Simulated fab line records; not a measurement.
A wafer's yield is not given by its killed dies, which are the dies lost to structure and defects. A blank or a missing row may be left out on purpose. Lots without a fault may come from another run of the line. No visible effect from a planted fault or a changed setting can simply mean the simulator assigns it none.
Which tool did it?    flow sky130    18 wafers sampled from 6 lots at 1 step of a route of 708

WHAT EACH GAUGE READ, for each wafer
SKY_VT_ADJUST_NCORE_OVL_MEAS_08.
lot   measured      on          VT_ADJUST_NCORE_OVL (nm)
L224  day 10 10:29  overlay-01  -1.6 -1.2 -1.3
L225  day 11 02:13  overlay-01  1.4 -2.1 0.4
L234  day 12 10:46  overlay-01  -2.3 -2.8 -3.3
L237  day 13 10:10  overlay-01  -1.1 -1.3 -3.2
L239  day 14 02:25  overlay-02  -0.2 -1.2 -1.4
L243  day 15 03:25  overlay-01  -3.0 -1.6 -1.5

WHAT TOOL EACH LOT RAN ON (gives the tool, then ch and the chambers of the sampled wafers, and finally the start)
Record: no process step prior to these readings.

THE ANSWER, worked out from the rows above alone
Rule: usual is defined by the lots themselves. Put in order of their means at a reading, lots are off if they are a third of the lots or fewer, leave a main group of 4 or more, and stand apart from it by a gap of 3 or more times the standard deviation of the main group's means; of several such gaps the widest counts. A main group is skipped when, at the precision printed for the reading in the tables above, its means are all equal. A lot without any number at a reading at which 4 lots or more have one is off too. The other lots that the step has rows for count as sound.
None of the lots is off at any reading shown; this tells nothing.

WHAT WAS PUT IN BY THE SIMULATOR
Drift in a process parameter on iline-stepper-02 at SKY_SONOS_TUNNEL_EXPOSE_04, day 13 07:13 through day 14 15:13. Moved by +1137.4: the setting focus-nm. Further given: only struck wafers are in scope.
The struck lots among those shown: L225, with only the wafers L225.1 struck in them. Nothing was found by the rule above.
